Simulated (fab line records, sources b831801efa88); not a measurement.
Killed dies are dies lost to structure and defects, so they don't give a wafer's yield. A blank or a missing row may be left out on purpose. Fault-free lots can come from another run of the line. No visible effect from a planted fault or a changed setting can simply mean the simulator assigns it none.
fab line records	flow sky130
record: lots: 24	wafers: 72	last_day: 50
route steps=708 shown CONTACT@430 METAL1@450 METAL2@483 METAL3@532
lots untouched by any fault: they come from a run of this same line in which no faults occurred
start_h: start of the lot's first displayed wafer, in hours after the record's first day	wait_h: time in hours since the lot's previous step	" repeats the value in the row above	L1.1+2: one row covering several wafers at once	- no value, or no start given	* or withheld: withheld	< > ~ a bound
route shown NAME@n: names a module that has steps shown in the file, with the first one's number in the route	usual: the fault-free wafers' mean and standard deviation	same: alike in all rows	chamber/n: place in a boat	sites: the reading at each site	_std_site: standard deviation of those values	_edge_site: the outer-site mean with the inner-site mean subtracted	radius_mm: for every site, how far away it sits from the centre of the wafer	mask NAME#n: copy n	behind: the last tool/chamber to shape the wafer	hold: what put the lot on hold/how long, in hours/how the hold closed	device: transistor that didn't switch, given as n, p or np	end of line: the tests these same wafers got at the end of their route	a step given without rows: its recipe and nothing more	killed: dies lost to structure and defects at the first sort, not the wafer's yield	map: per-die view of a wafer (x killed, . not killed, _ where there is no die)
set.NAME: the setting as run; set.NAME@STEP: as run at that earlier step	model.NAME: the simulator's own value behind a step, which no gauge read
steps of the route over a sample of lots; a table a step, a row a wafer
services: a tool's chamber out of use, with start hour (start_h, from the record's first day; less than 0 if before it), hours out, and reason
== steps ==
step: SKY_CONTACT_CVD_24
recipe: material: W	target_thk_nm: 340	time_s: 102.12	temp_c: 400	pressure_torr: 40
usual: chamber_pressure_Torr: 40.02/0.077	heater_power_w: 904/36
lot.wafer	tool	chamber	start_h	wait_h	chamber_pressure_Torr	heater_power_w
L074.1	cvd_w-02	1	738.12	0.0	40.05	881
L074.2	"	0	"	"	40.00	853
L074.4	"	1	"	"	39.94	895
L075.2	cvd_w-01	1	742.17	0.0	40.07	892
L075.3	"	0	"	"	40.00	975
L075.4	"	1	"	"	39.94	884
L076.1	cvd_w-01	1	755.23	0.0	40.04	865
L076.2	"	0	"	"	40.11	943
L076.6	"	0	"	"	40.01	973
L077.1	cvd_w-02	1	779.81	0.0	40.04	905
L077.3	"	1	"	"	40.02	903
L077.6	"	1	"	"	39.92	909
L078.1	cvd_w-01	1	787.90	0.0	40.00	891
L078.5	"	0	"	"	40.09	967
L078.6	"	1	"	"	40.00	878
L079.3	cvd_w-01	1	796.56	0.1	40.03	872
L079.5	"	1	"	"	39.97	870
L079.6	"	0	"	"	40.13	951
L081.2	cvd_w-01	0	805.54	0.0	40.03	948
L081.4	"	1	"	"	39.97	898
L081.6	"	0	"	"	39.89	979
L080.4	cvd_w-01	0	806.54	0.1	40.11	980
L080.5	"	1	"	"	39.99	870
L080.6	"	0	"	"	40.03	929
L082.4	cvd_w-01	0	821.64	0.1	40.02	959
L082.5	"	1	"	"	40.07	891
L082.6	"	0	"	"	40.09	959
L084.1	cvd_w-02	0	825.02	0.0	39.86	877
L084.4	"	0	"	"	39.89	868
L084.6	"	1	"	"	40.00	900
L083.1	cvd_w-02	1	828.20	0.0	40.04	899
L083.2	"	0	"	"	39.97	880
L083.5	"	1	"	"	40.04	909
L085.3	cvd_w-01	0	832.06	0.1	40.05	962
L085.4	"	1	"	"	40.06	886
L085.6	"	1	"	"	40.03	861
L086.3	cvd_w-02	1	837.97	0.1	40.01	900
L086.5	"	0	"	"	40.03	896
L086.6	"	1	"	"	39.92	911
L087.2	cvd_w-02	0	858.22	0.0	40.06	883
L087.3	"	0	"	"	40.04	858
L087.6	"	0	"	"	40.02	873
L088.1	cvd_w-02	0	859.75	0.0	40.03	880
L088.2	"	1	"	"	40.07	910
L088.4	"	1	"	"	39.84	921
L089.1	cvd_w-01	1	864.86	0.0	39.98	870
L089.2	"	0	"	"	40.06	953
L089.5	"	1	"	"	40.01	903
L090.2	cvd_w-01	0	869.70	0.0	39.91	959
L090.4	"	0	"	"	39.94	956
L090.5	"	0	"	"	39.97	960
L091.1	cvd_w-02	1	870.95	0.0	40.00	906
L091.4	"	0	"	"	40.08	863
L091.5	"	1	"	"	40.07	914
L092.1	cvd_w-02	1	874.97	0.0	39.97	928
L092.3	"	0	"	"	40.10	872
L092.4	"	1	"	"	40.01	917
L093.1	cvd_w-01	1	887.62	0.0	40.10	887
L093.2	"	0	"	"	39.99	977
L093.6	"	0	"	"	40.13	956
L094.1	cvd_w-02	1	893.98	0.0	39.97	941
L094.5	"	1	"	"	40.09	915
L094.6	"	0	"	"	39.93	878
L095.1	cvd_w-02	0	907.42	0.0	39.95	881
L095.3	"	0	"	"	39.91	871
L095.6	"	0	"	"	39.92	854
L096.1	cvd_w-02	1	907.68	0.1	39.94	903
L096.5	"	1	"	"	39.94	914
L096.6	"	0	"	"	39.93	865
L097.2	cvd_w-02	1	909.68	0.0	40.14	907
L097.5	"	0	"	"	40.09	873
L097.6	"	1	"	"	40.07	908
step: SKY_METAL1_OVL_MEAS_16
usual: METAL1_OVL: -2/5.8
lot.wafer	tool	chamber	start_h	wait_h	METAL1_OVL[nm]
L074.1	overlay-02	-	766.41	0.1	-5
L074.2	"	-	"	"	1
L074.4	"	-	"	"	2
L075.2	overlay-01	-	771.12	0.1	8
L075.3	"	-	"	"	3
L075.4	"	-	"	"	0
L076.1	overlay-02	-	782.33	0.1	0
L076.2	"	-	"	"	5
L076.6	"	-	"	"	-6
L077.1	overlay-02	-	807.37	0.1	-10
L077.3	"	-	"	"	-4
L077.6	"	-	"	"	-6
L078.1	overlay-02	-	814.98	0.1	-10
L078.5	"	-	"	"	-4
L078.6	"	-	"	"	-13
L079.3	overlay-02	-	823.82	0.1	-9
L079.5	"	-	"	"	-3
L079.6	"	-	"	"	-9
L081.2	overlay-01	-	831.56	0.1	3
L081.4	"	-	"	"	-4
L081.6	"	-	"	"	1
L080.4	overlay-02	-	833.35	0.1	-6
L080.5	"	-	"	"	-6
L080.6	"	-	"	"	-7
L082.4	overlay-02	-	849.28	0.1	-1
L082.5	"	-	"	"	1
L082.6	"	-	"	"	-6
L084.1	overlay-01	-	852.38	0.1	-4
L084.4	"	-	"	"	3
L084.6	"	-	"	"	-7
L083.1	overlay-01	-	855.52	0.1	9
L083.2	"	-	"	"	7
L083.5	"	-	"	"	0
L085.3	overlay-01	-	858.92	0.1	-13
L085.4	"	-	"	"	-14
L085.6	"	-	"	"	-11
L086.3	overlay-01	-	864.52	0.1	-6
L086.5	"	-	"	"	-6
L086.6	"	-	"	"	1
L087.2	overlay-02	-	884.97	0.1	-4
L087.3	"	-	"	"	0
L087.6	"	-	"	"	1
L088.1	overlay-01	-	886.81	0.1	-3
L088.2	"	-	"	"	-7
L088.4	"	-	"	"	-14
L089.1	overlay-01	-	891.61	0.1	-5
L089.2	"	-	"	"	-2
L089.5	"	-	"	"	-1
L090.2	overlay-01	-	896.67	0.1	-9
L090.4	"	-	"	"	-10
L090.5	"	-	"	"	-2
L091.1	overlay-01	-	897.82	0.1	1
L091.4	"	-	"	"	10
L091.5	"	-	"	"	-5
L092.1	overlay-01	-	901.47	0.1	8
L092.3	"	-	"	"	13
L092.4	"	-	"	"	0
L093.1	overlay-01	-	913.97	0.1	-3
L093.2	"	-	"	"	-2
L093.6	"	-	"	"	3
L094.1	overlay-02	-	920.06	0.1	-7
L094.5	"	-	"	"	-3
L094.6	"	-	"	"	1
L095.1	overlay-02	-	932.98	0.1	-7
L095.3	"	-	"	"	-3
L095.6	"	-	"	"	7
L096.1	overlay-02	-	933.81	0.1	-5
L096.5	"	-	"	"	1
L096.6	"	-	"	"	-1
L097.2	overlay-01	-	935.41	0.1	7
L097.5	"	-	"	"	4
L097.6	"	-	"	"	1
step: SKY_METAL1_METAL_ETCH_19
recipe: target_depth_a: 3600	stop_on: SiO2	over_etch_frac: 0.3	time_s: 78	chemistry: Cl2/BCl3	resist_sidewall_deg: 88	pressure_mtorr: 10	icp_w: 900	bias_w: 48.5	Cl2_flow_sccm: 60	bcl3_flow_sccm: 30
usual: drypump_motor_current_A: 5.3/0.61	oes_product_au: 0.855/0.0055	rf_fwd_power_W: 892/3.6	throttle_valve_pct: 22.264/0.0089
lot.wafer	tool	chamber	start_h	wait_h	drypump_motor_current_A	oes_product_au	rf_fwd_power_W	rf_hours_counter_h	throttle_valve_pct
L074.1	rie_metal-01	0	766.54	0.0	5.0	0.849	894	16	22.263
L074.2	"	1	"	"	4.7	0.854	892	5	22.278
L074.4	"	0	"	"	5.0	0.856	889	-	22.258
L075.2	rie_metal-02	1	771.37	0.1	5.1	0.850	894	-	22.267
L075.3	"	1	"	"	5.1	0.843	891	-	22.269
L075.4	"	1	"	"	5.0	0.853	888	-	22.267
L076.1	rie_metal-02	1	782.46	0.0	5.1	0.861	892	16	22.254
L076.2	"	0	"	"	6.8	0.852	892	8	22.271
L076.6	"	1	"	"	5.1	0.854	891	-	22.257
L077.1	rie_metal-01	0	807.50	0.0	5.0	0.863	897	17	22.253
L077.3	"	1	"	"	4.7	0.856	892	-	22.254
L077.6	"	1	"	"	4.7	0.859	898	-	22.267
L078.1	rie_metal-01	1	815.11	0.0	4.7	0.851	897	7	22.271
L078.5	"	1	"	"	4.7	0.862	897	-	22.263
L078.6	"	0	"	"	5.0	0.856	888	-	22.266
L079.3	rie_metal-04	1	824.09	0.1	5.0	0.854	897	-	22.264
L079.5	"	1	"	"	5.0	0.854	893	-	22.264
L079.6	"	1	"	"	5.0	0.857	891	-	22.256
L081.2	rie_metal-02	0	831.69	0.0	6.7	0.850	895	10	22.266
L081.4	"	0	"	"	6.8	0.851	893	-	22.241
L081.6	"	0	"	"	6.8	0.847	895	-	22.267
L080.4	rie_metal-01	1	833.49	0.1	4.7	0.853	892	-	22.277
L080.5	"	1	"	"	4.7	0.854	897	-	22.270
L080.6	"	0	"	"	5.0	0.860	895	-	22.266
L082.4	rie_metal-01	0	849.43	0.1	5.0	0.855	888	-	22.269
L082.5	"	0	"	"	5.0	0.861	893	-	22.246
L082.6	"	1	"	"	4.7	0.859	893	-	22.274
L084.1	rie_metal-02	1	852.51	0.0	5.1	0.861	889	19	22.264
L084.4	"	1	"	"	5.1	0.859	890	-	22.258
L084.6	"	1	"	"	5.0	0.868	889	-	22.261
L083.1	rie_metal-01	1	855.65	0.0	4.7	0.860	892	9	22.266
L083.2	"	0	"	"	5.0	0.853	894	19	22.268
L083.5	"	1	"	"	4.7	0.859	892	-	22.278
L085.3	rie_metal-04	1	859.07	0.1	5.0	0.851	898	-	22.259
L085.4	"	0	"	"	5.7	0.859	888	-	22.252
L085.6	"	1	"	"	5.1	0.851	896	-	22.257
L086.3	rie_metal-04	1	864.67	0.1	5.1	0.854	898	-	22.264
L086.5	"	0	"	"	5.8	0.859	890	-	22.247
L086.6	"	1	"	"	5.1	0.854	898	-	22.263
L087.2	rie_metal-04	0	885.13	0.1	5.8	0.863	890	11	22.271
L087.3	"	1	"	"	5.0	0.855	894	-	22.268
L087.6	"	1	"	"	5.1	0.857	895	-	22.252
L088.1	rie_metal-02	1	886.94	0.0	5.1	0.854	890	0	22.274
L088.2	"	0	"	"	6.8	0.852	894	13	22.272
L088.4	"	1	"	"	5.0	0.860	888	-	22.283
L089.1	rie_metal-04	0	891.74	0.0	5.8	0.855	892	11	22.269
L089.2	"	1	"	"	5.1	0.855	893	16	22.276
L089.5	"	0	"	"	5.8	0.854	890	-	22.254
L090.2	rie_metal-04	0	896.80	0.0	5.7	0.862	889	11	22.279
L090.4	"	1	"	"	5.0	0.850	897	-	22.259
L090.5	"	0	"	"	5.7	0.851	886	-	22.266
L091.1	rie_metal-02	0	897.95	0.0	6.8	0.858	894	13	22.256
L091.4	"	0	"	"	6.8	0.857	895	-	22.262
L091.5	"	1	"	"	5.1	0.846	887	-	22.272
L092.1	rie_metal-01	0	901.60	0.0	5.0	0.855	893	0	22.261
L092.3	"	0	"	"	5.0	0.857	893	-	22.257
L092.4	"	1	"	"	4.7	0.849	897	-	22.276
L093.1	rie_metal-04	1	914.10	0.0	5.1	0.851	893	17	22.243
L093.2	"	0	"	"	5.7	0.861	885	12	22.262
L093.6	"	1	"	"	5.1	0.864	894	-	22.288
L094.1	rie_metal-01	0	920.19	0.0	5.0	0.862	896	1	22.255
L094.5	"	1	"	"	4.7	0.860	899	-	22.268
L094.6	"	0	"	"	5.0	0.856	893	-	22.243
L095.1	rie_metal-04	0	933.20	0.1	5.7	0.846	887	13	22.267
L095.3	"	0	"	"	5.7	0.845	888	-	22.254
L095.6	"	0	"	"	5.7	0.847	890	-	22.282
L096.1	rie_metal-04	0	934.03	0.1	5.8	0.850	893	14	22.256
L096.5	"	0	"	"	5.7	0.850	888	-	22.274
L096.6	"	0	"	"	5.8	0.852	889	-	22.272
L097.2	rie_metal-01	1	935.54	0.0	4.7	0.858	890	14	22.256
L097.5	"	0	"	"	5.0	0.856	897	-	22.265
L097.6	"	1	"	"	4.7	0.860	890	-	22.281
step: SKY_METAL2_SPUTTER_00
recipe: material: Ti	target_thk_nm: 15	power_w: 3000	time_s: 10	chamber_pressure_pa: 0.4
usual: throttle_valve_pct: 30.5/0.59
lot.wafer	tool	chamber	start_h	wait_h	throttle_valve_pct
L074.1	pvd_sputter-01	-	795.64	0.2	30.4
L074.2	"	-	"	"	30.5
L074.4	"	-	"	"	30.0
L075.2	pvd_sputter-03	-	800.79	0.2	30.9
L075.3	"	-	"	"	31.3
L075.4	"	-	"	"	31.4
L076.1	pvd_sputter-01	-	811.59	0.1	29.8
L076.2	"	-	"	"	30.3
L076.6	"	-	"	"	29.9
L077.1	pvd_sputter-03	-	836.70	0.2	30.8
L077.3	"	-	"	"	31.3
L077.6	"	-	"	"	31.3
L078.1	pvd_sputter-04	-	843.43	0.1	29.9
L078.5	"	-	"	"	29.5
L078.6	"	-	"	"	29.6
L079.3	pvd_sputter-04	-	853.10	0.2	29.6
L079.5	"	-	"	"	29.9
L079.6	"	-	"	"	29.8
L081.2	pvd_sputter-01	-	860.15	0.2	30.5
L081.4	"	-	"	"	29.9
L081.6	"	-	"	"	30.7
L080.4	pvd_sputter-04	-	861.83	0.2	30.1
L080.5	"	-	"	"	30.0
L080.6	"	-	"	"	29.6
L082.4	pvd_sputter-01	-	878.42	0.2	30.5
L082.5	"	-	"	"	30.7
L082.6	"	-	"	"	30.6
L084.1	pvd_sputter-03	-	881.23	0.1	30.9
L084.4	"	-	"	"	31.0
L084.6	"	-	"	"	31.2
L083.1	pvd_sputter-01	-	883.88	0.1	30.5
L083.2	"	-	"	"	30.1
L083.5	"	-	"	"	30.4
L085.3	pvd_sputter-01	-	887.81	0.1	29.8
L085.4	"	-	"	"	30.1
L085.6	"	-	"	"	30.0
L086.3	pvd_sputter-03	-	893.61	0.1	30.0
L086.5	"	-	"	"	31.3
L086.6	"	-	"	"	31.5
L087.2	pvd_sputter-03	-	913.48	0.2	30.1
L087.3	"	-	"	"	30.8
L087.6	"	-	"	"	30.2
L088.1	pvd_sputter-01	-	915.08	0.1	30.7
L088.2	"	-	"	"	30.7
L088.4	"	-	"	"	29.9
L089.1	pvd_sputter-03	-	919.83	0.1	30.0
L089.2	"	-	"	"	31.5
L089.5	"	-	"	"	30.8
L090.2	pvd_sputter-03	-	924.46	0.1	31.2
L090.4	"	-	"	"	30.9
L090.5	"	-	"	"	30.0
L091.1	pvd_sputter-04	-	926.11	0.2	31.2
L091.4	"	-	"	"	29.7
L091.5	"	-	"	"	29.9
L092.1	pvd_sputter-03	-	928.33	0.1	31.6
L092.3	"	-	"	"	31.2
L092.4	"	-	"	"	30.7
L093.1	pvd_sputter-01	-	941.76	0.2	29.9
L093.2	"	-	"	"	30.3
L093.6	"	-	"	"	30.7
L094.1	pvd_sputter-03	-	947.85	0.1	31.2
L094.5	"	-	"	"	31.2
L094.6	"	-	"	"	31.4
L095.1	pvd_sputter-01	-	959.60	0.2	29.6
L095.3	"	-	"	"	30.8
L095.6	"	-	"	"	30.3
L096.1	pvd_sputter-04	-	961.15	0.2	29.9
L096.5	"	-	"	"	30.2
L096.6	"	-	"	"	31.3
L097.2	pvd_sputter-04	-	962.22	0.2	31.1
L097.5	"	-	"	"	30.1
L097.6	"	-	"	"	31.4
step: SKY_METAL3_SPUTTER_00
recipe: material: Ti	target_thk_nm: 15	power_w: 2934	time_s: 10	chamber_pressure_pa: 0.4
usual: throttle_valve_pct: 30.5/0.75
lot.wafer	tool	chamber	start_h	wait_h	throttle_valve_pct
L074.1	pvd_sputter-01	-	851.28	0.1	30.3
L074.2	"	-	"	"	29.9
L074.4	"	-	"	"	30.1
L075.2	pvd_sputter-02	-	856.21	0.2	28.9
L075.3	"	-	"	"	31.1
L075.4	"	-	"	"	30.4
L076.1	pvd_sputter-03	-	866.28	0.1	29.8
L076.2	"	-	"	"	31.4
L076.6	"	-	"	"	29.9
L077.1	pvd_sputter-03	-	892.43	0.2	29.9
L077.3	"	-	"	"	31.4
L077.6	"	-	"	"	31.2
L078.1	pvd_sputter-03	-	898.93	0.1	31.6
L078.5	"	-	"	"	31.1
L078.6	"	-	"	"	29.9
L079.3	pvd_sputter-02	-	908.16	0.2	28.7
L079.5	"	-	"	"	30.0
L079.6	"	-	"	"	30.4
L081.2	pvd_sputter-03	-	914.78	0.1	31.4
L081.4	"	-	"	"	31.6
L081.6	"	-	"	"	29.9
L080.4	pvd_sputter-03	-	917.15	0.1	29.9
L080.5	"	-	"	"	31.5
L080.6	"	-	"	"	30.0
L082.4	pvd_sputter-03	-	932.59	0.1	30.1
L082.5	"	-	"	"	31.4
L082.6	"	-	"	"	31.3
L084.1	pvd_sputter-01	-	935.41	0.2	30.4
L084.4	"	-	"	"	30.3
L084.6	"	-	"	"	29.8
L083.1	pvd_sputter-03	-	937.18	0.2	31.2
L083.2	"	-	"	"	30.0
L083.5	"	-	"	"	30.0
L085.3	pvd_sputter-03	-	941.46	0.1	31.4
L085.4	"	-	"	"	30.9
L085.6	"	-	"	"	31.3
L086.3	pvd_sputter-03	-	946.53	0.1	30.9
L086.5	"	-	"	"	30.8
L086.6	"	-	"	"	30.0
L087.2	pvd_sputter-01	-	965.87	0.1	29.9
L087.3	"	-	"	"	30.8
L087.6	"	-	"	"	29.8
L088.1	pvd_sputter-03	-	967.76	0.2	31.1
L088.2	"	-	"	"	29.5
L088.4	"	-	"	"	31.0
L089.1	pvd_sputter-02	-	972.06	0.1	30.4
L089.2	"	-	"	"	28.5
L089.5	"	-	"	"	28.6
L090.2	pvd_sputter-02	-	974.96	0.1	30.3
L090.4	"	-	"	"	28.6
L090.5	"	-	"	"	30.1
L091.1	pvd_sputter-03	-	978.09	0.2	30.9
L091.4	"	-	"	"	29.7
L091.5	"	-	"	"	30.6
L092.1	pvd_sputter-03	-	980.43	0.2	31.2
L092.3	"	-	"	"	30.7
L092.4	"	-	"	"	29.9
L093.1	pvd_sputter-02	-	991.84	0.1	28.5
L093.2	"	-	"	"	31.0
L093.6	"	-	"	"	31.1
L094.1	pvd_sputter-01	-	997.90	0.2	30.4
L094.5	"	-	"	"	30.0
L094.6	"	-	"	"	30.5
L095.1	pvd_sputter-03	-	1009.50	0.2	30.0
L095.3	"	-	"	"	31.0
L095.6	"	-	"	"	30.8
L096.1	pvd_sputter-02	-	1010.20	0.2	31.0
L096.5	"	-	"	"	28.7
L096.6	"	-	"	"	31.0
L097.2	pvd_sputter-01	-	1011.52	0.1	30.3
L097.5	"	-	"	"	30.4
L097.6	"	-	"	"	30.5
step: SKY_METAL3_DESCUM_15
recipe: chemistry: O2	source_power_w: 150	bias_power_w: 0	pressure_mtorr: 10	temp_c: 40	time_s: 8
usual: drypump_motor_current_A: 5.6/0.56	oes_product_au: 0.999/0.0096	rf_fwd_power_W: 146.7/0.56
lot.wafer	tool	chamber	start_h	wait_h	drypump_motor_current_A	oes_product_au	rf_fwd_power_W	rf_hours_counter_h
L074.1	rie_metal-04	0	903.91	0.0	5.7	0.994	146.4	12
L074.2	"	1	"	"	5.0	1.015	147.8	16
L074.4	"	0	"	"	5.7	0.995	147.0	-
L075.2	rie_metal-03	0	908.36	0.0	6.0	0.996	147.1	2
L075.3	"	0	"	"	6.1	1.005	146.4	-
L075.4	"	1	"	"	5.2	0.987	147.3	-
L076.1	rie_metal-03	1	919.14	0.0	5.1	0.996	146.5	6
L076.2	"	0	"	"	6.0	1.007	146.0	2
L076.6	"	1	"	"	5.2	0.997	146.6	-
L077.1	rie_metal-04	0	943.54	0.0	5.7	1.004	145.4	15
L077.3	"	1	"	"	5.1	1.019	146.8	-
L077.6	"	0	"	"	5.7	1.006	145.8	-
L078.1	rie_metal-04	0	949.81	0.0	5.8	0.992	146.4	15
L078.5	"	0	"	"	5.7	1.000	146.3	-
L078.6	"	1	"	"	5.0	1.001	147.5	-
L079.3	rie_metal-03	1	957.96	0.0	5.2	0.992	146.4	-
L079.5	"	0	"	"	6.1	0.989	146.7	-
L079.6	"	1	"	"	5.2	0.981	147.1	-
L081.2	rie_metal-04	1	964.54	0.0	5.0	1.006	148.1	1
L081.4	"	0	"	"	5.8	1.010	146.8	-
L081.6	"	1	"	"	5.1	1.013	147.6	-
L080.4	rie_metal-02	1	967.11	0.0	5.1	1.006	146.8	-
L080.5	"	0	"	"	6.7	0.996	146.9	-
L080.6	"	1	"	"	5.1	1.006	147.0	-
L082.4	rie_metal-04	1	981.47	0.0	5.0	1.006	147.0	-
L082.5	"	1	"	"	5.0	1.005	147.2	-
L082.6	"	1	"	"	5.1	1.005	147.0	-
L084.1	rie_metal-04	1	983.99	0.0	5.0	1.014	147.1	2
L084.4	"	0	"	"	5.8	1.001	146.5	-
L084.6	"	1	"	"	5.0	1.002	146.6	-
L083.1	rie_metal-04	0	986.29	0.0	5.7	0.986	145.8	16
L083.2	"	1	"	"	5.0	1.015	146.7	2
L083.5	"	0	"	"	5.7	0.985	146.0	-
L085.3	rie_metal-04	1	989.25	0.0	5.1	1.006	146.2	-
L085.4	"	0	"	"	5.7	1.003	146.5	-
L085.6	"	1	"	"	5.0	1.017	147.4	-
L086.3	rie_metal-03	1	995.10	0.0	5.2	0.997	147.1	-
L086.5	"	1	"	"	5.2	0.997	146.4	-
L086.6	"	0	"	"	6.0	0.997	146.0	-
L087.2	rie_metal-03	0	1012.02	0.0	6.1	0.989	146.1	7
L087.3	"	0	"	"	6.0	0.986	145.7	-
L087.6	"	1	"	"	5.2	0.986	146.4	-
L088.1	rie_metal-02	0	1015.49	0.0	6.8	0.993	146.9	19
L088.2	"	1	"	"	5.1	1.004	146.8	6
L088.4	"	0	"	"	6.8	1.000	147.0	-
L089.1	rie_metal-02	1	1019.42	0.0	5.1	0.997	145.3	7
L089.2	"	0	"	"	6.8	0.997	146.3	19
L089.5	"	1	"	"	5.1	0.999	146.4	-
L090.2	rie_metal-02	1	1022.04	0.0	5.1	1.001	146.4	7
L090.4	"	1	"	"	5.0	1.000	146.8	-
L090.5	"	1	"	"	5.1	1.001	147.0	-
L091.1	rie_metal-02	0	1025.35	0.0	6.8	0.997	147.7	19
L091.4	"	0	"	"	6.8	0.989	147.5	-
L091.5	"	0	"	"	6.8	0.989	147.0	-
L092.1	rie_metal-04	1	1027.34	0.0	5.0	1.005	146.2	4
L092.3	"	0	"	"	5.7	1.004	146.6	-
L092.4	"	1	"	"	5.1	1.002	147.0	-
L093.1	rie_metal-03	0	1037.90	0.0	6.1	1.002	146.2	8
L093.2	"	1	"	"	5.2	0.994	147.1	12
L093.6	"	1	"	"	5.2	0.989	146.5	-
L094.1	rie_metal-03	0	1043.90	0.0	6.0	0.994	146.1	9
L094.5	"	0	"	"	6.1	0.992	146.3	-
L094.6	"	1	"	"	5.2	0.986	146.7	-
L095.1	rie_metal-04	1	1055.49	0.0	5.0	1.006	146.9	6
L095.3	"	0	"	"	5.7	0.992	145.9	-
L095.6	"	0	"	"	5.7	1.010	146.8	-
L096.1	rie_metal-04	1	1057.24	0.0	5.1	1.008	146.8	6
L096.5	"	0	"	"	5.8	1.000	146.7	-
L096.6	"	1	"	"	5.1	1.013	146.9	-
L097.2	rie_metal-03	0	1057.59	0.0	6.0	0.985	145.4	10
L097.5	"	1	"	"	5.1	0.980	146.3	-
L097.6	"	0	"	"	6.0	0.991	145.4	-
== services ==
tool	chamber	start_h	hours	kind
rie_metal-03	-	728.78	2.8	pm
pvd_sputter-04	-	732.88	4.7	repair
rie_metal-02	0	752.32	29.4	repair
rie_metal-03	-	758.54	44.9	repair
pvd_sputter-03	-	781.45	1.9	repair
rie_metal-02	-	808.40	2.8	pm
pvd_sputter-03	-	808.71	5.2	repair
rie_metal-04	0	821.17	6.3	repair
rie_metal-01	-	828.85	0.3	repair
pvd_sputter-03	-	841.87	4.8	repair
cvd_w-02	-	881.87	6.0	pm
rie_metal-04	-	887.94	1.4	pm
pvd_sputter-01	-	895.84	12.0	repair
cvd_w-01	-	904.00	14.0	pm
pvd_sputter-01	-	942.08	3.2	repair
pvd_sputter-04	-	943.85	4.6	repair
cvd_w-01	-	952.58	1.5	repair
pvd_sputter-04	-	964.83	0.5	repair
rie_metal-04	0	978.12	3.9	repair
rie_metal-01	-	997.18	0.3	repair
pvd_sputter-01	-	1005.36	0.5	repair
rie_metal-04	1	1013.16	6.1	repair
cvd_w-01	1	1035.79	11.0	repair
cvd_w-02	-	1054.81	3.5	repair
== key ==
fault none
